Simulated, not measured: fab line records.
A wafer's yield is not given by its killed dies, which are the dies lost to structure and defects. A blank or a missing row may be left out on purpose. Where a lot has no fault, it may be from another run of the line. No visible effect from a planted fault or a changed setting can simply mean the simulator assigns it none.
2 desks, one fault	flow sky130	each desk has only its own numbers; what lay behind them comes last

## METROLOGY DESK
What the gauges read, lot by lot, whatever tool the lot ran on: means of the sampled wafers that have a number. Any lot whose mean is over 4 standard deviations away from the usual mean is out of limits and marked OUT; that distance is given in the brackets.
Columns: A = VIA1_W_RS at SKY_VIA1_RS_MEAS_22, usual 0.429 ohm/sq; B = cd_nm at SKY_VIA2_CD_MEAS_12, usual 200.1 nm
lot	first seen here	A	B
L945	day 34 08:23	0.430	200.7
L947	day 34 22:33	0.433	199.5
L951	day 36 09:50	0.433	199.1
L952	day 36 12:36	0.431	201.5
L953	day 37 08:22	0.434	198.4
L957	day 38 02:49	0.423	200.9
L959	day 38 18:25	0.433	199.0
L960	day 39 03:45	0.429	199.6
L962	day 40 05:23	0.426	199.5
L964	day 40 06:59	0.419	201.9
L965	day 40 16:20	0.419	198.7
Result from this desk: across the 11 lots, nothing is out of limits.

## AT THE TOOL OWNER'S DESK: rie_metal-02
The tool's own readings at SKY_METAL2_ETCH_18 (etches BARC in N2/H2, stops on SiO2, time 45.9 s, target depth 60 nm): means of the sampled wafers that have a number, for each lot that ran on this tool. Any lot whose mean is over 4 standard deviations away from the usual mean is out of limits and marked OUT; that distance is given in the brackets.
Columns: A = drypump_motor_current_A at SKY_METAL2_ETCH_18, usual 5.5 A; B = oes_product_au at SKY_METAL2_ETCH_18, usual 0.856 a.u.; C = throttle_valve_pct at SKY_METAL2_ETCH_18, usual 13.225 %
lot	first seen here	A	B	C
L947	day 36 02:23	5.3	0.860	13.226
L960	day 40 05:50	5.5	0.861	13.228
L962	day 41 06:56	5.5	0.856	13.221
L965	day 41 17:17	5.3	0.859	13.227
Result from this desk: across the 4 lots, nothing is out of limits.

## ALL TOGETHER
At the metrology desk, nothing out of limits was observed.
The tool owner's desk saw nothing out of limits.

## WHAT THE SIMULATOR PUT IN
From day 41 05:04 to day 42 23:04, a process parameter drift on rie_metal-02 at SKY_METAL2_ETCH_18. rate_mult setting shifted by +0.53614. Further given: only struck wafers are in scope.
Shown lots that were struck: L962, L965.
